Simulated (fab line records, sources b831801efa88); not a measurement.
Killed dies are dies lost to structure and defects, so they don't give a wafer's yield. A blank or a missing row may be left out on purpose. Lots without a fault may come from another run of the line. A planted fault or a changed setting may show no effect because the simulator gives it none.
Which tool did it? | flow gf180mcu | 11 lots, 33 wafers sampled, at 3 steps of a route of 602

WHAT THE GAUGES READ, wafer by wafer
GF_HV_LDD_THK_MEAS_57.
lot  | measured     | on            | HV_LDD_CVD_56_THK (nm)
L313 | day 13 07:22 | film_metro-01 | 89.4 88.9 90.0
L317 | day 14 20:10 | film_metro-04 | 91.1 90.5 90.9
L320 | day 15 11:54 | film_metro-02 | 117.2 117.5 117.4
L321 | day 15 23:41 | film_metro-04 | 115.4 115.0 115.4
L326 | day 17 14:10 | film_metro-04 | 90.1 90.1 90.5
L327 | day 18 00:29 | film_metro-04 | 89.2 89.3 89.7
L329 | day 18 12:49 | film_metro-01 | 89.1 88.1 87.9
L330 | day 18 23:22 | film_metro-04 | 89.6 89.7 88.7
L332 | day 19 11:08 | film_metro-02 | 89.8 89.8 89.8
L333 | day 19 19:44 | film_metro-01 | 89.6 90.2 90.6
L334 | day 20 02:50 | film_metro-04 | 90.1 89.1 90.4

WHICH TOOL RAN EACH LOT (tool, then ch and the chambers of the sampled wafers, then the start)
lot  | GF_POLY_GATE_STRIP_14                | GF_HV_LDD_CVD_56
L313 | plasma_asher-04 ch 0,1, day 9 22:22  | lpcvd-02 ch 0, day 13 05:56
L317 | plasma_asher-02 ch 0,1, day 11 08:16 | lpcvd-01 ch 1, day 14 18:43
L320 | plasma_asher-03 ch 0,1, day 11 20:41 | lpcvd-01 ch 0, day 15 10:27
L321 | plasma_asher-02 ch 0,1, day 12 04:14 | lpcvd-01 ch 0, day 15 22:15
L326 | plasma_asher-04 ch 0,1, day 13 15:35 | lpcvd-02 ch 0, day 17 12:44
L327 | plasma_asher-04 ch 0,1, day 14 03:50 | lpcvd-02 ch 1, day 17 23:03
L329 | plasma_asher-04 ch 0,1, day 14 11:38 | lpcvd-02 ch 1, day 18 11:23
L330 | plasma_asher-02 ch 0, day 14 20:59   | lpcvd-02 ch 0, day 18 21:56
L332 | plasma_asher-02 ch 0,1, day 15 08:11 | lpcvd-02 ch 0, day 19 09:42
L333 | plasma_asher-02 ch 0,1, day 15 15:14 | lpcvd-01 ch 0, day 19 18:19
L334 | plasma_asher-04 ch 0,1, day 15 23:35 | lpcvd-01 ch 0, day 20 01:24
- GF_POLY_GATE_STRIP_14: strips in O2/N2.
- GF_HV_LDD_CVD_56: deposits Si3N4 from DCS/NH3, target thk 90 nm, time 1543 s.

THE ANSWER, worked out from the rows above alone
Rule: what is usual is taken from the lots themselves. Put in order of their means at a reading, lots are off if they are a third of the lots or fewer, leave a main group of 4 or more, and stand apart from it by a gap of 3 or more times the standard deviation of the main group's means; of several such gaps the widest counts. A main group whose means are all the same, to the digits that the tables above print for the reading, isn't used. A lot without any number at a reading at which 4 lots or more have one is off too. The other lots that the step has rows for count as sound.
Off: L320, L321, at GF_HV_LDD_THK_MEAS_57 (HV_LDD_CVD_56_THK). The main group: mean 89.7 nm, standard deviation 0.66.
A tool fits if, at a process step before that reading, it ran every lot that is off, and no sound lot after the first of them. The gauges at GF_HV_LDD_THK_MEAS_57 are tried like those tools. None of those tried fits.

WHAT THE SIMULATOR HAD PUT IN
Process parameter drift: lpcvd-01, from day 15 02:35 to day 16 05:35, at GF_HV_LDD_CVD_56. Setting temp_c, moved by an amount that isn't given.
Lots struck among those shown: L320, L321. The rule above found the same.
